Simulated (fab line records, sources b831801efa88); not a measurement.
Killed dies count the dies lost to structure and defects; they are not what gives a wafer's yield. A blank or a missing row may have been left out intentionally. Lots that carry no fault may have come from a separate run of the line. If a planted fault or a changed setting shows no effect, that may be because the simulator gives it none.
Which tool is to blame? || flow sky130 || Sampling: 12 lots, 36 wafers, 3 of 708 route steps

WHAT THE GAUGES READ, wafer by wafer
SKY_VIA4_RS_MEAS_19: uses a four-point probe to measure. Usual: for VIA4_W_RS the level is 0.227 ohm/sq and the standard deviation is 0.003.
{"lot": "L740", "measured": "day 42 11:22", "on": "film-metro-04", "VIA4_W_RS (ohm/sq)": "0.226 0.228 0.230", "flag": ""}
{"lot": "L741", "measured": "day 42 19:23", "on": "film-metro-04", "VIA4_W_RS (ohm/sq)": "0.227 0.231 0.229", "flag": ""}
{"lot": "L743", "measured": "day 43 09:22", "on": "film-metro-03", "VIA4_W_RS (ohm/sq)": "0.226 0.229 0.228", "flag": ""}
{"lot": "L746", "measured": "day 45 10:02", "on": "film-metro-02", "VIA4_W_RS (ohm/sq)": "0.224 0.228 0.228", "flag": ""}
{"lot": "L747", "measured": "day 45 13:36", "on": "film-metro-04", "VIA4_W_RS (ohm/sq)": "0.225 0.227 0.228", "flag": ""}
{"lot": "L750", "measured": "day 45 15:02", "on": "film-metro-04", "VIA4_W_RS (ohm/sq)": "0.227 0.227 0.226", "flag": ""}
{"lot": "L751", "measured": "day 45 22:52", "on": "film-metro-02", "VIA4_W_RS (ohm/sq)": "0.225 0.229 0.227", "flag": ""}
{"lot": "L752", "measured": "day 45 23:10", "on": "film-metro-03", "VIA4_W_RS (ohm/sq)": "0.226 0.232 0.227", "flag": ""}
{"lot": "L753", "measured": "day 46 06:16", "on": "film-metro-03", "VIA4_W_RS (ohm/sq)": "0.228 0.136 0.135", "flag": "OFF"}
{"lot": "L755", "measured": "day 46 16:28", "on": "film-metro-03", "VIA4_W_RS (ohm/sq)": "0.137 0.135 0.224", "flag": "OFF"}
{"lot": "L762", "measured": "day 48 13:55", "on": "film-metro-03", "VIA4_W_RS (ohm/sq)": "0.227 0.230 0.223", "flag": ""}
{"lot": "L759", "measured": "day 48 14:27", "on": "film-metro-04", "VIA4_W_RS (ohm/sq)": "0.224 0.232 0.232", "flag": ""}

SKY_VIA4_THK_MEAS_20: measures by xrf. Usual: for VIA4_W_THK the level is 499 nm and the standard deviation is 7.2.
{"lot": "L740", "measured": "day 42 11:29", "on": "film-metro-04", "VIA4_W_THK (nm)": "503 499 496", "flag": ""}
{"lot": "L741", "measured": "day 42 19:29", "on": "film-metro-04", "VIA4_W_THK (nm)": "501 490 495", "flag": ""}
{"lot": "L743", "measured": "day 43 09:29", "on": "film-metro-03", "VIA4_W_THK (nm)": "499 495 496", "flag": ""}
{"lot": "L746", "measured": "day 45 10:09", "on": "film-metro-02", "VIA4_W_THK (nm)": "500 495 496", "flag": ""}
{"lot": "L747", "measured": "day 45 13:41", "on": "film-metro-04", "VIA4_W_THK (nm)": "499 501 493", "flag": ""}
{"lot": "L750", "measured": "day 45 15:10", "on": "film-metro-04", "VIA4_W_THK (nm)": "499 500 499", "flag": ""}
{"lot": "L751", "measured": "day 45 22:59", "on": "film-metro-02", "VIA4_W_THK (nm)": "502 491 497", "flag": ""}
{"lot": "L752", "measured": "day 45 23:17", "on": "film-metro-03", "VIA4_W_THK (nm)": "505 492 503", "flag": ""}
{"lot": "L753", "measured": "day 46 06:22", "on": "film-metro-03", "VIA4_W_THK (nm)": "495 825 835", "flag": "OFF"}
{"lot": "L755", "measured": "day 46 16:35", "on": "film-metro-03", "VIA4_W_THK (nm)": "820 834 505", "flag": "OFF"}
{"lot": "L762", "measured": "day 48 14:01", "on": "film-metro-03", "VIA4_W_THK (nm)": "500 490 508", "flag": ""}
{"lot": "L759", "measured": "day 48 14:34", "on": "film-metro-04", "VIA4_W_THK (nm)": "508 493 492", "flag": ""}

TOOL THAT RAN EACH LOT (tool first, then ch and the chambers of the sampled wafers, then the start)
{"lot": "L740", "SKY_VIA4_CVD_18": "cvd-w-01 ch 0,1, day 42 11:13"}
{"lot": "L741", "SKY_VIA4_CVD_18": "cvd-w-02 ch 0,1, day 42 19:13"}
{"lot": "L743", "SKY_VIA4_CVD_18": "cvd-w-01 ch 0,1, day 43 09:13"}
{"lot": "L746", "SKY_VIA4_CVD_18": "cvd-w-02 ch 0,1, day 45 09:52"}
{"lot": "L747", "SKY_VIA4_CVD_18": "cvd-w-02 ch 0,1, day 45 13:26"}
{"lot": "L750", "SKY_VIA4_CVD_18": "cvd-w-01 ch 0,1, day 45 14:53"}
{"lot": "L751", "SKY_VIA4_CVD_18": "cvd-w-02 ch 0,1, day 45 22:43"}
{"lot": "L752", "SKY_VIA4_CVD_18": "cvd-w-01 ch 0,1, day 45 23:01"}
{"lot": "L753", "SKY_VIA4_CVD_18": "cvd-w-01 ch 0,1, day 46 06:05"}
{"lot": "L755", "SKY_VIA4_CVD_18": "cvd-w-01 ch 0,1, day 46 16:19"}
{"lot": "L762", "SKY_VIA4_CVD_18": "cvd-w-02 ch 0,1, day 48 13:44"}
{"lot": "L759", "SKY_VIA4_CVD_18": "cvd-w-02 ch 0,1, day 48 14:18"}
- SKY_VIA4_CVD_18: deposits W, target thk 505 nm, time 152.14 s.

WHAT THE TOOLS THEMSELVES READ (means of the sampled wafers that have a number; where no wafer has one, the mark that the record gives instead)
SKY_VIA4_CVD_18. Usual: heater-power-outer-w 496 W, standard deviation 73; heater-power-w 812 W, standard deviation 90; susceptor-temp-C 399.98 C, standard deviation 0.22.
{"lot": "L740", "tool": "cvd-w-01", "heater-power-outer-w (W)": 496, "heater-power-w (W)": 798, "susceptor-temp-C (C)": 399.92, "flag": ""}
{"lot": "L741", "tool": "cvd-w-02", "heater-power-outer-w (W)": 472, "heater-power-w (W)": 781, "susceptor-temp-C (C)": 400.10, "flag": ""}
{"lot": "L743", "tool": "cvd-w-01", "heater-power-outer-w (W)": 485, "heater-power-w (W)": 809, "susceptor-temp-C (C)": 399.96, "flag": ""}
{"lot": "L746", "tool": "cvd-w-02", "heater-power-outer-w (W)": 478, "heater-power-w (W)": 776, "susceptor-temp-C (C)": 400.20, "flag": ""}
{"lot": "L747", "tool": "cvd-w-02", "heater-power-outer-w (W)": 455, "heater-power-w (W)": 773, "susceptor-temp-C (C)": 399.93, "flag": ""}
{"lot": "L750", "tool": "cvd-w-01", "heater-power-outer-w (W)": 504, "heater-power-w (W)": 808, "susceptor-temp-C (C)": 400.03, "flag": ""}
{"lot": "L751", "tool": "cvd-w-02", "heater-power-outer-w (W)": 467, "heater-power-w (W)": 785, "susceptor-temp-C (C)": 400.03, "flag": ""}
{"lot": "L752", "tool": "cvd-w-01", "heater-power-outer-w (W)": 504, "heater-power-w (W)": 805, "susceptor-temp-C (C)": 400.16, "flag": ""}
{"lot": "L753", "tool": "cvd-w-01", "heater-power-outer-w (W)": 714, "heater-power-w (W)": 1116, "susceptor-temp-C (C)": 431.44, "flag": "OFF"}
{"lot": "L755", "tool": "cvd-w-01", "heater-power-outer-w (W)": 711, "heater-power-w (W)": 1088, "susceptor-temp-C (C)": 431.17, "flag": "OFF"}
{"lot": "L762", "tool": "cvd-w-02", "heater-power-outer-w (W)": 466, "heater-power-w (W)": 774, "susceptor-temp-C (C)": 399.97, "flag": ""}
{"lot": "L759", "tool": "cvd-w-02", "heater-power-outer-w (W)": 478, "heater-power-w (W)": 797, "susceptor-temp-C (C)": 400.19, "flag": ""}

THE ANSWER, worked out from the rows above alone
Rule: a lot is off if the mean of its wafers that have a number lies more than 3 standard deviations from the usual mean. Also off: a lot with no number at a reading for which 4 or more lots have one. The other lots that the step has rows for count as sound. First the gauges in route order, then the tools' own readings, where a lot's mean is used as printed above. The first step at which some lot is off is used, and at that step the reading that is off furthest; a lot without a number counts as furthest.
Off: at SKY_VIA4_RS_MEAS_19 (VIA4_W_RS), L753, L755.
If a tool, at a process step before that reading, ran all the lots that are off and no sound lot after the first of them, it fits. The gauges at SKY_VIA4_RS_MEAS_19 aren't tried: what is off there is off at SKY_VIA4_CVD_18 too, on other tools, and a gauge's error can't cause that. One candidate fits, namely cvd-w-01 at SKY_VIA4_CVD_18. Its last sound lot is L752 (day 45 23:01), its first lot that is off L753 (day 46 06:05): a fault that began between those two fits.
The tool's own readings at SKY_VIA4_CVD_18 bear it out: on the lots that are off they differ by more than 5 times the standard deviation of the sound lots' means. heater-power-outer-w reads 712 W there against 480 W on the sound lots; heater-power-w reads 1102 W there against 791 W on the sound lots; susceptor-temp-C reads 431.31 C there against 400.05 C on the sound lots.

WHAT HAD BEEN PUT IN BY THE SIMULATOR
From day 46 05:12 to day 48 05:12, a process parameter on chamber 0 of cvd-w-01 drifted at SKY_VIA4_CVD_18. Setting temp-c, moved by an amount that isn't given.
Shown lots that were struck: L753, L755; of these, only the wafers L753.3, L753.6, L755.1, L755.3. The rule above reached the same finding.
